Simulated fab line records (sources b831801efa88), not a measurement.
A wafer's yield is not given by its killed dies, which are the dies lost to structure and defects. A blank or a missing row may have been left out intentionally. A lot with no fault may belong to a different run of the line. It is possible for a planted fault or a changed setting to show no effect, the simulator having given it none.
A sampling plan put to the test    flow gf180mcu    12 faults told of in these records, all on one fab line, each judged by the records of the lots it struck
What counts as the plan is the set of the line's own looks, namely the steps on the route at which a gauge or an inspection reads a wafer and does not change it. A look is open to judgement when struck wafers have a number at it and the file gives its usual mean and standard deviation on fault-free wafers. Caught: a look later than the fault's first step finds the struck wafers' mean 4 or more of those standard deviations (sigma) from the usual mean. On the tool: the same test on the tool's own readings at the fault's steps. If the struck wafers alone have a blank record, or they carry another recipe, that too counts as caught.

## THE FAULTS, as the simulator had put them in
1. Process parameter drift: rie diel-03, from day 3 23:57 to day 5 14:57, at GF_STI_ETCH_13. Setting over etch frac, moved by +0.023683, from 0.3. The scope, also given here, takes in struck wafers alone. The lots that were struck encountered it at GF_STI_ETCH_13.
2. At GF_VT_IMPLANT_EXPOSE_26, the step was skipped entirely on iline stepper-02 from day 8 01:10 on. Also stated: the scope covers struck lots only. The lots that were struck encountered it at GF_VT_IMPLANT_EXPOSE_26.
3. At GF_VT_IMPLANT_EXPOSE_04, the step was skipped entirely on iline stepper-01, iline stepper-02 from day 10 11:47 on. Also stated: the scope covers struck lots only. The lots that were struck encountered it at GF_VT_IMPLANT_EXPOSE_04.
4. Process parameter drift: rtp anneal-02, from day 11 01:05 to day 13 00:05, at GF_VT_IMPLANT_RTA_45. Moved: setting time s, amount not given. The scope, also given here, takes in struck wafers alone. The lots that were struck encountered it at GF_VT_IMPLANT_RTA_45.
5. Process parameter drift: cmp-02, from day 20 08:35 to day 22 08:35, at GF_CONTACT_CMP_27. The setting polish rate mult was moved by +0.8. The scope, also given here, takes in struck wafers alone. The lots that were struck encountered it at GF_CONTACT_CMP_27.
6. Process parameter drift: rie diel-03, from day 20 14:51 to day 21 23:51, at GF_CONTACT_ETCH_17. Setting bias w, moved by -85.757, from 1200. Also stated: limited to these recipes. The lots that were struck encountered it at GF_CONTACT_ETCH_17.
7. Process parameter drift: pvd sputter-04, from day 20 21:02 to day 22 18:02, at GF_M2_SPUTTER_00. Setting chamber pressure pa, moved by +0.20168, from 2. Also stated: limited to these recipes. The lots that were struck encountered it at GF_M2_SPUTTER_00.
8. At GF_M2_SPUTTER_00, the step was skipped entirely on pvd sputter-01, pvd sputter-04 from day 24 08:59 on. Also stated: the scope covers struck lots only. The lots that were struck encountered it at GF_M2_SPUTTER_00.
9. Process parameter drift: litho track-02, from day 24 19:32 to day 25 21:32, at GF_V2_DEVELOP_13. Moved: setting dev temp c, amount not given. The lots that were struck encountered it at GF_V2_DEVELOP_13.
10. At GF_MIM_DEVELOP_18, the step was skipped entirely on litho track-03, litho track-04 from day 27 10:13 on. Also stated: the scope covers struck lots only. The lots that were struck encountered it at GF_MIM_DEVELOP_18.
11. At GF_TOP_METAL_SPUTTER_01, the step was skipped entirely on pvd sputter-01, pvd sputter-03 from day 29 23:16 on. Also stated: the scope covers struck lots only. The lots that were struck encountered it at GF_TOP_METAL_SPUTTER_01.
12. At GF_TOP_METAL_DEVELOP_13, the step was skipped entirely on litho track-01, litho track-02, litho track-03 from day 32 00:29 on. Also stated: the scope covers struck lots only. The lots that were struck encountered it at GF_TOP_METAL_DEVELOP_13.

## WHAT THE PLAN SAW
fault  on the tool itself                                first look that catches it                       reading, sigma                                median hours from its first step to that look  hours from the fault's start to the first struck lot there  judged looks passed uncaught
1      under 2 sigma                                     none of the 2 looks that can be judged after it  -                                             -                                              -                                                           2
2      no reading that can be judged                     no look after it can be judged                   -                                             -                                              -                                                           0
3      no reading that can be judged                     no look after it can be judged                   -                                             -                                              -                                                           0
4      run length s -4.0 sigma                           no look after it can be judged                   -                                             -                                              -                                                           0
5      time to endpoint s -12 sigma                      not the one look that can be judged after it     strongest: M1_OVL at GF_M1_OVL_MEAS_15, -2.1  -                                              -                                                           1
6      bias w -22 sigma                                  no look after it can be judged                   -                                             -                                              -                                                           0
7      chamber pressure pa +53 sigma                     no look after it can be judged                   -                                             -                                              -                                                           0
8      the tool's record is blank for the struck wafers  no look after it can be judged                   -                                             -                                              -                                                           0
9      developer temp C -8.9 sigma                       no look after it can be judged                   -                                             -                                              -                                                           0
10     the tool's record is blank for the struck wafers  no look after it can be judged                   -                                             -                                              -                                                           0
11     the tool's record is blank for the struck wafers  no look after it can be judged                   -                                             -                                              -                                                           0
12     the tool's record is blank for the struck wafers  no look after it can be judged                   -                                             -                                              -                                                           0
A dash: this means the fault isn't caught or the number doesn't appear in these records.

Caught at a look: 0 of 12. Caught on the tool: 9 of 12. By one or the other: 9 of 12.
Faults caught by the tool alone: 4, 5, 6, 7, 8, 9, 10, 11, 12.
Caught by neither: faults 1, 2, 3.
